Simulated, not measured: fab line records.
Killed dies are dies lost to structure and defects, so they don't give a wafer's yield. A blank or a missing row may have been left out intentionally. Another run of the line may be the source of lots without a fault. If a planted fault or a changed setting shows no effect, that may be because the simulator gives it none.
Chamber matching + flow sky130 + 4 sister chambers for SKY_VIA3_CMP_02 on cmp-01
The step polishes SiO2. 20 wafers are shown with their chamber, then 10 later ones without.

== WAFERS, EACH WITH ITS CHAMBER ==
| wafer  | chamber | motor-current-A (A) |
|--------|---------|---------------------|
| L246.1 | 1       | 11.7                |
| L246.4 | 2       | 10.8                |
| L246.6 | 2       | 10.3                |
| L247.2 | 3       | 11.4                |
| L247.3 | 2       | 11.7                |
| L247.6 | 3       | 11.7                |
| L249.2 | 3       | 11.7                |
| L249.3 | 0       | 12.3                |
| L249.4 | 2       | 11.2                |
| L253.2 | 0       | 13.0                |
| L253.4 | 1       | 12.5                |
| L253.5 | 1       | 12.3                |
| L254.1 | 0       | 13.2                |
| L254.2 | 1       | 11.9                |
| L254.5 | 2       | 11.0                |
| L261.2 | 3       | 11.4                |
| L261.4 | 0       | 12.7                |
| L261.5 | 3       | 11.9                |
| L265.3 | 2       | 11.0                |
| L265.4 | 0       | 13.2                |

SIGNATURES, as means of the wafers listed above
| reading         | chamber 0 | chamber 1 | chamber 2 | chamber 3 | scatter within a chamber |
|-----------------|-----------|-----------|-----------|-----------|--------------------------|
| motor-current-A | 12.880    | 12.100    | 11.000    | 11.620    | 0.374                    |
Rule: a wafer lies at a distance from a chamber equal to the root of the sum of squares, over the readings, of (its reading less the chamber's mean, divided by the reading's scatter). The wafer belongs to the nearest chamber; if the next one is less than 2 further off, it can't be placed. The scatter is the square root of a quotient: the sum, over the shown wafers, of each reading's squared deviation from its chamber's mean, divided by wafers minus chambers.

== WAFERS WHOSE CHAMBER IS MISSING ==
| wafer  | motor-current-A (A) |
|--------|---------------------|
| L265.6 | 10.7                |
| L266.1 | 12.2                |
| L266.5 | 13.5                |
| L266.6 | 11.2                |
| L269.2 | 11.0                |
| L269.3 | 11.9                |
| L269.6 | 11.3                |
| L267.1 | 11.0                |
| L267.2 | 11.7                |
| L267.4 | 11.5                |

== WHICH CHAMBER EACH ONE RAN IN ==
| wafer  | from the rows above          | in truth |
|--------|------------------------------|----------|
| L265.6 | can't be placed: 2 or 3      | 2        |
| L266.1 | can't be placed: 1 or 3 or 0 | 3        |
| L266.5 | 0                            | 0        |
| L266.6 | can't be placed: 2 or 3 or 1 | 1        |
| L269.2 | can't be placed: 2 or 3      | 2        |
| L269.3 | can't be placed: 1 or 3 or 2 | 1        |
| L269.6 | can't be placed: 2 or 3 or 1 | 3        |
| L267.1 | can't be placed: 2 or 3      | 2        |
| L267.2 | can't be placed: 3 or 1 or 2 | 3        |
| L267.4 | can't be placed: 3 or 2 or 1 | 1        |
Correctly placed: 1 of 10. Unplaceable from these rows: 9, with the true chamber sitting among the candidates in 9. Placed wrongly: 0.
